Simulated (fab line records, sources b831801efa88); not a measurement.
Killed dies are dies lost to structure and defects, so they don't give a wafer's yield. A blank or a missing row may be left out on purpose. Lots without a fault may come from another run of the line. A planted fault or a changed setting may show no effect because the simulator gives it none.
A struck lot beside a sound one | flow sky130 | 37 steps out of a route of 708
Sound: wafers L672.1, L672.3, L672.5. Struck: wafers L664.2, L664.3, L664.4. The cause comes at the end.
At each step with rows: each side's tool, then ch and its chambers, then its first start. Under that, the readings that differ: sound wafers | struck wafers | difference of the means | sigmas: that difference in standard deviations of wafers without a fault.
alike: readings whose means differ by less than 2 such deviations, and words and numbers that are the same on both sides. not compared: withheld readings, readings that some wafer has no value for, bounds like >300 that may hide the same value, and numbers for which the record gives no deviation and whose values overlap.
The two part at a step that has a row with sigmas, a row that says differs or no value, or rows on one side only. Numbers that don't overlap but have no deviation are shown without sigmas and don't part them. A reading that every wafer of one side lacks parts them only if that side has two wafers or more.

first, 10 steps without rows for these wafers: SKY_VIA2_CLEAN_18 (cleans in IPA, time 180 s); SKY_VIA2_CLEAN_19 (cleans in O3/DIW); SKY_VIA2_SPUTTER_20 (material TiN, target thk 20 nm, time 80 s); SKY_VIA2_CVD_21 (deposits W, target thk 420 nm, time 126.4 s); SKY_VIA2_CMP_24 (polishes, stops on SiO2, t overpolish 20 s, target thk 0 nm); SKY_METAL3_SPUTTER_00 (material Ti, target thk 15 nm, time 10 s); SKY_METAL3_SPUTTER_01 (material TiN, target thk 20 nm, time 16.7 s); SKY_METAL3_SPUTTER_02 (material AlCu, target thk 735 nm, time 39.1 s); SKY_METAL3_SPUTTER_03 (material Ti, target thk 5 nm, time 3.3 s); SKY_METAL3_SPUTTER_04 (material TiN, target thk 70 nm, time 58.3 s).
SKY_CAPM_CVD_00: deposits SiO2, target thk 15.5 nm.
  sound on pecvd-01 ch 0,1,2, day 42 03:46; struck on pecvd-02 ch 1,2, day 39 18:52
  reading                               | sound             | struck            | difference | sigmas
  rf_fwd_power_W (W)                    | 442.3 437.3 442.2 | 369.6 370.2 370.1 | -70.6      | -28
  model.SiO2_of_CAPM_CVD_00.thk_nm (nm) | 15.27 15.34 15.7  | 14.5 14.23 14.59  | -1.0       |
  alike: heater_power_w
SKY_CAPM_THK_MEAS_01:
  sound on film_metro-01, day 42 03:47; struck on film_metro-01, day 39 18:55
  reading              | sound             | struck            | difference | sigmas
  CAPM_CVD_00_THK (nm) | 15.28 15.33 15.71 | 14.54 14.21 14.51 | -1.02      | -5
then, 23 steps without rows for these wafers: SKY_CAPM_SPUTTER_02 (material TiN, target thk 200 nm, time 166.7 s); SKY_CAPM_DEHYDRATE_05 (time 60 s); SKY_CAPM_HMDS_06 (prime time 60 s); SKY_CAPM_COAT_07 (resist thk 1140 nm); SKY_CAPM_SOFTBAKE_08 (time 60 s); SKY_CAPM_EXPOSE_09 (exposes mask CAPM, target cd 1000 nm); SKY_CAPM_PEB_10; SKY_CAPM_DEVELOP_11 (develop time 60 s); SKY_CAPM_METAL_ETCH_13 (etches TiN in Cl2/BCl3, stops on SiO2, target depth 220 nm, time 62.9 s); SKY_CAPM_STRIP_14 (strips in O2/N2); SKY_CAPM_STRIP_15 (strips in post etch residue remover, time 1200 s); SKY_CAPM_CLEAN_16 (cleans in IPA, time 180 s); SKY_CAPM_CLEAN_17 (cleans in O3/DIW); SKY_METAL3_DEHYDRATE_05 (time 60 s); SKY_METAL3_HMDS_06 (prime time 60 s); SKY_METAL3_COAT_07 (resist thk 60 nm); SKY_METAL3_COAT_08 (resist thk 1140 nm); SKY_METAL3_SOFTBAKE_09 (time 90 s); SKY_METAL3_EXPOSE_10 (exposes mask MM3, target cd 300 nm); SKY_METAL3_PEB_11; SKY_METAL3_DEVELOP_12 (develop time 60 s); SKY_METAL3_DESCUM_15 (chemistry O2, time 8 s); SKY_METAL3_ETCH_16 (etches BARC in N2/H2, stops on SiO2, time 88.2 s, target depth 60 nm).
-- the record jumps here: 2 days lie between the struck wafers' starts before and after --
SKY_METAL3_ETCH_17: etches SiO2 in C4F8/O2/Ar, stops on TiN, time 3.9 s, target depth 15 nm.
  sound on rie_diel-02 ch 0,1,3, day 44 02:47; struck on rie_diel-01 ch 0,1, day 41 20:53
  reading               | sound             | struck            | difference | sigmas
  oes_product_au (a.u.) | 0.743 0.743 0.756 | 0.730 0.726 0.738 | -0.016     | -2
  alike: chamber_pressure_mTorr, rf_fwd_power_W
-- the record jumps here: 7 days lie between the struck wafers' starts before and after (it left off in module METAL3 and takes up again in module PAD_OPEN, whose first step shown is number 708 of the route) --
SKY_PAD_OPEN_PROBE_99:
  sound on prober-01, day 50 05:18; struck on prober-01, day 48 12:34
  reading                              | sound               | struck               | difference | sigmas
  model.etest.cap_mim.bv_v (V)         | 13.98 14.19 14.08   | 13.16 12.89 12.94    | -1.09      |
  model.etest.cap_mim.leak_log10_a_cm2 | -8.89 -8.951 -9.015 | -8.725 -8.809 -8.863 | +0.153     |
  model.etest.cap_mim.c_ff_um2         | 2.362 2.375 2.308   | 2.488 2.564 2.481    | +0.163     |
  alike: defect_limited_yield, killed_at_M0_to_M3, killed_at_M4_up, killed_at_contacts, killed_at_front_end, killed_at_other, killed_dies, killed_open, killed_short, sort_bin_3_pad_short, sort_bin_5_function, sort_bin_6_memory, sort_n_pass, sort_yield_pct

WHERE THEY PART
First at SKY_CAPM_CVD_00; last, within this record, at SKY_METAL3_ETCH_17. Later steps at which nothing parts them and some readings are alike: SKY_PAD_OPEN_PROBE_99.

WHY: what the simulator had put in
Process parameter drift: pecvd-02, from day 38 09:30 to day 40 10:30, at SKY_CAPM_CVD_00. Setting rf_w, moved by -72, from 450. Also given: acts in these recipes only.
